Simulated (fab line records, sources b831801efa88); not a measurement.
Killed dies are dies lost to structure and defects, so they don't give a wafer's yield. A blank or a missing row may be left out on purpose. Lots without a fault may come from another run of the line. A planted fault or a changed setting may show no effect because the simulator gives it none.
Which tool did it? | flow sky130 | 6 lots, 18 wafers sampled, at 3 steps of a route of 708

WHAT THE GAUGES READ, wafer by wafer
SKY_DNWELL_TW_MEAS_09.
lot  | measured    | on            | DNWELL_TW
L562 | day 3 17:05 | film_metro-03 | 1115 1121 1108
L564 | day 4 01:07 | film_metro-01 | 1140 1134 1140
L566 | day 4 10:14 | film_metro-04 | 1133 1129 1119
L568 | day 4 19:09 | film_metro-04 | 1121 1127 1126
L576 | day 6 16:59 | film_metro-04 | 1122 1127 1124
L582 | day 8 03:46 | film_metro-01 | 1124 1121 1123

WHICH TOOL RAN EACH LOT (tool, then ch and the chambers of the sampled wafers, then the start)
lot  | SKY_FIELD_ISO_STRIP_16              | SKY_FIELD_ISO_CMP_27
L562 | plasma_asher-01 ch 0,1, day 2 19:13 | cmp-01 ch 0,1, day 2 22:32
L564 | plasma_asher-04 ch 0,1, day 3 01:34 | cmp-01 ch 0,1,3, day 3 06:05
L566 | plasma_asher-02 ch 0,1, day 3 11:14 | cmp-02 ch 1,2,3, day 3 15:47
L568 | plasma_asher-01 ch 0,1, day 3 21:04 | cmp-02 ch 0,1,2, day 4 00:41
L576 | plasma_asher-02 ch 0,1, day 5 15:04 | cmp-01 ch 0,1,2, day 5 18:23
L582 | plasma_asher-01 ch 0,1, day 7 01:06 | cmp-01 ch 0,1,3, day 7 05:09
- SKY_FIELD_ISO_STRIP_16: strips in O2/N2.
- SKY_FIELD_ISO_CMP_27: polishes, stops on Si3N4, t overpolish 16 s, target thk 457.8 nm.

THE ANSWER, worked out from the rows above alone
Rule: what is usual is taken from the lots themselves. Put in order of their means at a reading, lots are off if they are a third of the lots or fewer, leave a main group of 4 or more, and stand apart from it by a gap of 3 or more times the standard deviation of the main group's means; of several such gaps the widest counts. A main group whose means are all the same, to the digits that the tables above print for the reading, isn't used. A lot without any number at a reading at which 4 lots or more have one is off too. The other lots that the step has rows for count as sound.
No lot is off at any reading shown: from this, nothing can be told.

WHAT THE SIMULATOR HAD PUT IN
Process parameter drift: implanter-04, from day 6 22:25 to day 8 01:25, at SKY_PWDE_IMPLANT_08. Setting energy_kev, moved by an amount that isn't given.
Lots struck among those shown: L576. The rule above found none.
